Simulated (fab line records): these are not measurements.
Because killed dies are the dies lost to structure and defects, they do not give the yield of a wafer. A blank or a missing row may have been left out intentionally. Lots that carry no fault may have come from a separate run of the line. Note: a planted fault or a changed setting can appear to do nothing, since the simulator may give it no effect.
Struck lot and sound lot, side by side | flow sky130 | 15 steps out of a route of 708
Sound: wafers L912.1, L912.5, L912.6. Struck: wafers L901.1, L901.3 (left out: L901.4, a lot-mate that was not struck); the cause follows at the end.
For every step that has rows: the tool of each side, followed by ch and its chambers, followed by its first start. Under that, the readings that differ: sound wafers | struck wafers | difference of the means | sigmas: that difference in standard deviations of wafers without a fault.
alike: readings whose means differ by less than 2 such deviations, and words and numbers that are the same on both sides. not compared: withheld readings, readings that some wafer has no value for, bounds like >300 that may hide the same value, and numbers for which the record gives no deviation and whose values overlap.
The two part at a step that has a row with sigmas, a row that says differs or no value, or rows on one side only. Non-overlapping numbers with no deviation appear without sigmas and do not part them. A reading missing from all wafers of one side parts the sides only when that side holds two or more wafers.

SKY_LOCAL_INTERCONNECT_RS_MEAS_01: measurement is done with a four-point probe.
  sound on filmMetro-02, day 34 21:14; struck on filmMetro-02, day 30 23:35
  alike: LOCAL_INTERCONNECT_TIN_RS
SKY_LOCAL_INTERCONNECT_THK_MEAS_02: measures by xrf.
  sound on filmMetro-02, day 34 21:21; struck on filmMetro-02, day 30 23:43
  alike: LOCAL_INTERCONNECT_TIN_THK
then, 8 steps without rows for these wafers: SKY_LOCAL_INTERCONNECT_DEHYDRATE_03 (time 60 s); SKY_LOCAL_INTERCONNECT_HMDS_04 (prime time 60 s); SKY_LOCAL_INTERCONNECT_COAT_05 (resist thk 60 nm); SKY_LOCAL_INTERCONNECT_COAT_06 (resist thk 450 nm); SKY_LOCAL_INTERCONNECT_SOFTBAKE_07 (time 90 s); SKY_LOCAL_INTERCONNECT_EXPOSE_08 (exposes mask LI1M, target cd 170 nm); SKY_LOCAL_INTERCONNECT_PEB_09; SKY_LOCAL_INTERCONNECT_DEVELOP_10 (develop time 60 s).
SKY_LOCAL_INTERCONNECT_CD_MEAS_11: target cd 170 nm.
  sound on cdSem-02, day 35 23:19; struck on cdSem-02, day 32 03:07
  alike: cdNm
SKY_LOCAL_INTERCONNECT_OVL_MEAS_12:
  sound on overlay-02, day 35 23:26; struck on overlay-02, day 32 03:14
  alike: LOCAL_INTERCONNECT_OVL
SKY_LOCAL_INTERCONNECT_ETCH_13: etches BARC in N2/H2, stops on SiO2, time 45.9 s, target depth 60 nm.
  sound on rieMetal-03 ch 0,1, day 35 23:29; struck on rieMetal-02 ch 0, day 32 03:16
reading                      | sound                | struck        | difference | sigmas
chamberPressureMTorr (mTorr) | 29.948 29.989 30.032 | 36.067 36.036 | +6.062     | +99 or more
oesProductAu (a.u.)          | 0.852 0.850 0.851    | 0.862 0.862   | +0.011     | +2
  alike: drypumpMotorCurrentA, heBacksideLeakSccm, throttleValvePct
  not compared: rfHoursCounterH
SKY_LOCAL_INTERCONNECT_METAL_ETCH_14: etches TiN in Cl2/BCl3, stops on PSG, target depth 110 nm, time 31.4 s.
  sound on rieMetal-03 ch 0,1, day 35 23:32; struck on rieMetal-02 ch 0, day 32 03:20
  alike: chamberPressureMTorr, drypumpMotorCurrentA, heBacksideLeakSccm, oesProductAu, throttleValvePct
  not compared: rfHoursCounterH
-- record jumps: 15 days separate the struck wafers' starts on either side; left off in module LOCAL_INTERCONNECT, taken up again in module PAD_OPEN, whose first shown step is the route's number 708 --
SKY_PAD_OPEN_PROBE_99:
  sound on prober-02, day 49 19:23; struck on prober-01, day 47 03:22
  alike: killed_at_M0_to_M3, killed_at_M4_up, killedAtContacts, killedAtFrontEnd, killedAtOther, killedDies, killedOpen, killedShort

## WHERE THEY PART
Only at SKY_LOCAL_INTERCONNECT_ETCH_13, within this record. Later steps at which nothing parts them and some readings are alike: SKY_LOCAL_INTERCONNECT_METAL_ETCH_14, SKY_PAD_OPEN_PROBE_99.

WHY: the cause the simulator had injected
rieMetal-02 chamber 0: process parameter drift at SKY_LOCAL_INTERCONNECT_ETCH_13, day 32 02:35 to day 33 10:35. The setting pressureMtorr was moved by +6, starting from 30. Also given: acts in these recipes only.
